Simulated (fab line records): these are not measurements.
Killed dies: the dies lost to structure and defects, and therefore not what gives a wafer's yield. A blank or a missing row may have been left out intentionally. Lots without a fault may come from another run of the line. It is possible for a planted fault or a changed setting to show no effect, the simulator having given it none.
Struck lot and sound lot, side by side	flow sfqLine	20 steps out of a route of 325
Sound: the wafers L709.3, L709.4, L709.6. Struck: wafer L722.6 (left out: L722.4, L722.5 of the same lot, which were not struck); the cause appears at the end.
Per side, at each step with rows, come the tool, then ch with its chambers, and then its first start. Under that, the readings that differ: sound wafers	struck wafers	difference of the means	sigmas: that difference in standard deviations of wafers without a fault.
alike: readings whose means differ by less than 2 such deviations, and words and numbers that are the same on both sides. not compared: withheld readings, readings that some wafer has no value for, bounds like >300 that may hide the same value, and numbers for which the record gives no deviation and whose values overlap.
The two part at a step that has a row with sigmas, a row that says differs or no value, or rows on one side only. Numbers that don't overlap but have no deviation are shown without sigmas and don't part them. A reading missing from all wafers of one side parts the sides only when that side holds two or more wafers.

first, 5 steps without rows for these wafers: SFQ_TRILAYER_R5_LITHO_COAT_136 (resist thk 600 nm); SFQ_TRILAYER_R5_LITHO_SOFTBAKE_140; SFQ_TRILAYER_R5_LITHO_EXPOSE_137 (exposes mask R5, target cd 500 nm); SFQ_TRILAYER_R5_LITHO_PEB_139 (peb time 60 s); SFQ_TRILAYER_R5_LITHO_DEVELOP_138 (time 60 s).
SFQ_R5_OVL_MEAS_935:
  sound on overlay-02, day 63 14:22; struck on overlay-02, day 66 19:37
  alike: R5_OVL
SFQ_TRILAYER_R5_BARC_OPEN_METAL_ETCH_177: etches BARC in O2, target depth 125 nm, time 41.7 s.
  sound on rieMetal-04 ch 0,1, day 63 14:25; struck on rieMetal-03 ch 0, day 66 19:38
  alike: drypumpMotorCurrentA, oesProductAu
  not compared: rfHoursCounterH
SFQ_TRILAYER_R5_ETCH_METAL_ETCH_139: etches the open film in Cl2, stops on SiO2, target depth 60 nm, time 40 s.
  sound on rieMetal-04 ch 0,1, day 63 14:28; struck on rieMetal-03 ch 0, day 66 19:42
  alike: drypumpMotorCurrentA, oesProductAu
  not compared: rfHoursCounterH
SFQ_TRILAYER_R5_STRIP_STRIP_140: strips in O2.
  sound on rieMetal-04 ch 0,1, day 63 14:43; struck on rieMetal-03 ch 0, day 66 19:56
  alike: drypumpMotorCurrentA, oesProductAu
  not compared: rfHoursCounterH
then, 1 step without rows for these wafers: SFQ_TRILAYER_R5_STRIP_SOLV_CLEAN_141 (cleans in NMP, time 600 s).
SFQ_TRILAYER_A5C_DEP_PECVD_142: deposits SiO2 from SiH4/N2O, time 15.556 s, target thk 70 nm.
  sound on pecvd-01 ch 0,1,2, day 63 15:17; struck on pecvd-03 ch 0, day 66 20:32
  alike: heaterPowerOuterW, heaterPowerW, susceptorTempC, throttleValvePct
then, 1 step without rows for these wafers: SFQ_TRILAYER_I5_LITHO_COAT_149 (resist thk 62 nm).
SFQ_TRILAYER_I5_LITHO_COAT_144: resist thk 650 nm.
  sound on lithoTrack-02 ch 0, day 63 15:43; struck on lithoTrack-02 ch 0, day 66 21:01
reading	sound	struck	difference	sigmas
model.KrF_of_TRILAYER_I5_LITHO_COAT_144.thkNm (nm)	651.4 650.9 652.2	581.6	-69.9	
then, 4 steps without rows for these wafers: SFQ_TRILAYER_I5_LITHO_SOFTBAKE_148; SFQ_TRILAYER_I5_LITHO_EXPOSE_145 (exposes mask I5, target cd 700 nm); SFQ_TRILAYER_I5_LITHO_PEB_147 (peb time 60 s); SFQ_TRILAYER_I5_LITHO_DEVELOP_146 (time 60 s).
-- the record jumps here: 5 days lie between the struck wafers' starts before and after --
SFQ_I5_OVL_MEAS_936:
  sound on overlay-02, day 63 17:42; struck on overlay-01, day 72 08:46
reading	sound	struck	difference	sigmas
I5_OVL (nm)	1 -8 -12	6	+12	+2
SFQ_TRILAYER_I5_BARC_OPEN_VIA_ETCH_200: etches BARC in O2, target depth 125 nm, time 41.7 s.
  sound on rieDiel-01 ch 0,1,2, day 63 17:43; struck on rieDiel-04 ch 1, day 72 08:47
reading	sound	struck	difference	sigmas
oesProductAu (a.u.)	0.682 0.677 0.677	0.689	+0.010	+2
model.KrF_of_TRILAYER_I5_LITHO_COAT_144.thkNm (nm)	573.1 572.8 574.2	505	-68	
  alike: drypumpMotorCurrentA
  not compared: rfHoursCounterH
SFQ_TRILAYER_I5_ETCH_VIA_ETCH_147: etches the open film in CHF3, stops on Nb, target depth 360 nm.
  sound on rieDiel-01 ch 0,1,2, day 63 17:46; struck on rieDiel-04 ch 1, day 72 08:49
  alike: drypumpMotorCurrentA, oesProductAu

WHERE THEY PART
Earliest at SFQ_I5_OVL_MEAS_936; latest, in this record, at SFQ_TRILAYER_I5_BARC_OPEN_VIA_ETCH_200. Later steps at which nothing parts them and some readings are alike: SFQ_TRILAYER_I5_ETCH_VIA_ETCH_147.

WHY: what the simulator had put in
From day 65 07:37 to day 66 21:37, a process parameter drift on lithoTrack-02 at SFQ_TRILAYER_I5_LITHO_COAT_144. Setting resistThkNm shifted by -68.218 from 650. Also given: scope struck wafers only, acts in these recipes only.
